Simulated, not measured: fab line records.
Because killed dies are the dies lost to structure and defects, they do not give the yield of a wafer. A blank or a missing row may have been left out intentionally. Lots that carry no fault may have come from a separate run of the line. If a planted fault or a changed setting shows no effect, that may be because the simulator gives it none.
Matching of chambers || flow gf180mcu || GF_CONTACT_CMP_04 on cmp-02 has 4 sister chambers
The step polishes SiO2. 4 wafers are shown with their chamber, then 9 later ones without.

EACH WAFER AND ITS CHAMBER
{"wafer": "L547.3", "chamber": 2, "motor_current_A (A)": 10.6}
{"wafer": "L548.1", "chamber": 0, "motor_current_A (A)": 11.7}
{"wafer": "L548.2", "chamber": 3, "motor_current_A (A)": 11.7}
{"wafer": "L548.6", "chamber": 1, "motor_current_A (A)": 11.8}

WAFERS WITHOUT THEIR CHAMBER
{"wafer": "L549.1", "motor_current_A (A)": 11.4}
{"wafer": "L549.2", "motor_current_A (A)": 11.9}
{"wafer": "L549.4", "motor_current_A (A)": 10.7}
{"wafer": "L552.1", "motor_current_A (A)": 12.3}
{"wafer": "L552.2", "motor_current_A (A)": 10.6}
{"wafer": "L552.6", "motor_current_A (A)": 11.5}
{"wafer": "L553.1", "motor_current_A (A)": 12.3}
{"wafer": "L553.2", "motor_current_A (A)": 10.3}
{"wafer": "L553.4", "motor_current_A (A)": 11.7}

EACH ONE'S CHAMBER
{"wafer": "L549.1", "from the rows above": "can't be placed: 0 or 3 or 1 or 2", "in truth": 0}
{"wafer": "L549.2", "from the rows above": "can't be placed: 1 or 0 or 3", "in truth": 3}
{"wafer": "L549.4", "from the rows above": 2, "in truth": 2}
{"wafer": "L552.1", "from the rows above": "can't be placed: 1 or 0 or 3", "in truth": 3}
{"wafer": "L552.2", "from the rows above": 2, "in truth": 2}
{"wafer": "L552.6", "from the rows above": "can't be placed: 0 or 3 or 1", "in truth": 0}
{"wafer": "L553.1", "from the rows above": "can't be placed: 1 or 0 or 3", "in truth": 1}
{"wafer": "L553.2", "from the rows above": 2, "in truth": 2}
{"wafer": "L553.4", "from the rows above": "can't be placed: 0 or 3 or 1", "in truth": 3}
3 of 9 placed correctly. Can't be placed from these rows: 6 (the true chamber is among the candidates in 6). 0 placed wrongly.
How it was worked out, from the rows above alone: a wafer's distance from a chamber is the root of the sum, over the readings, of the square of ((its reading less the chamber's mean) divided by the reading's scatter). The wafer belongs to the nearest chamber; if the next one is less than 2 further off, it can't be placed. For every chamber, the mean is computed from those of its wafers that are shown. The scatter: root of mean squared gap, hidden wafer to nearest shown wafer, with one shown wafer a chamber.
